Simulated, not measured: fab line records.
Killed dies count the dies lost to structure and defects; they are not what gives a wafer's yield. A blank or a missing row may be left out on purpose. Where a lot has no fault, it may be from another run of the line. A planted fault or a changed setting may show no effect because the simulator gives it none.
The tool behind it: which one? -- flow gf180mcu -- 33 wafers from 11 lots sampled at 2 of the route's 602 steps

WHAT THE GAUGES READ, wafer by wafer
GF_POLY_GATE_THK_MEAS_01.
lot,measured,on,POLY_GATE_CVD_00_THK (nm)
L685,day 8 18:36,film_metro-02,198.7 199.6 200.0
L686,day 9 03:29,film_metro-02,197.9 198.9 199.4
L688,day 9 14:09,film_metro-03,197.2 195.2 196.9
L689,day 9 23:54,film_metro-02,203.1 202.3 201.5
L695,day 11 19:57,film_metro-03,200.6 200.7 200.7
L696,day 11 21:35,film_metro-02,156.2 157.1 156.2
L697,day 12 03:23,film_metro-03,156.2 155.4 157.5
L701,day 13 17:23,film_metro-02,196.4 197.2 197.6
L702,day 13 17:23,film_metro-03,199.3 200.0 199.1
L706,day 15 00:05,film_metro-02,201.8 198.6 201.0
L707,day 15 04:27,film_metro-03,199.8 198.6 198.2

WHICH TOOL RAN EACH LOT (tool, then ch and the chambers of the sampled wafers, then the start)
lot,GF_POLY_GATE_CVD_00
L685,"lpcvd-01 ch 1, day 8 17:15"
L686,"lpcvd-01 ch 0, day 9 01:28"
L688,"lpcvd-02 ch 0, day 9 12:49"
L689,"lpcvd-02 ch 1, day 9 22:34"
L695,"lpcvd-01 ch 0, day 11 18:37"
L696,"lpcvd-02 ch 0, day 11 20:13"
L697,"lpcvd-02 ch 1, day 12 02:03"
L701,"lpcvd-01 ch 1, day 13 16:03"
L702,"lpcvd-01 ch 1, day 13 16:03"
L706,"lpcvd-01 ch 1, day 14 22:05"
L707,"lpcvd-02 ch 0, day 15 03:07"
- GF_POLY_GATE_CVD_00: deposits poly-Si, target thk 200 nm, time 1200 s.

THE ANSWER, worked out from the rows above alone
Rule: usual is defined by the lots themselves. The widest of any qualifying gaps counts: lots, ordered by their means at a reading, are off when they make up no more than a third of the lots, leave a main group of 4 or more, and stand apart from it by 3 or more times the standard deviation of that group's means. A main group is skipped when, at the precision printed for the reading in the tables above, its means are all equal. A lot without any number at a reading at which 4 lots or more have one is off too. Any other lot the step has rows for is counted as sound.
Off: at GF_POLY_GATE_THK_MEAS_01 (POLY_GATE_CVD_00_THK), L696, L697. The main group: mean 199.3 nm, standard deviation 1.7.
A tool fits if, at a process step before that reading, it ran every lot that is off, and no sound lot after the first of them. Gauges at GF_POLY_GATE_THK_MEAS_01: tried the same way as those tools. Of those tried, none fits.

WHAT WAS PUT IN BY THE SIMULATOR
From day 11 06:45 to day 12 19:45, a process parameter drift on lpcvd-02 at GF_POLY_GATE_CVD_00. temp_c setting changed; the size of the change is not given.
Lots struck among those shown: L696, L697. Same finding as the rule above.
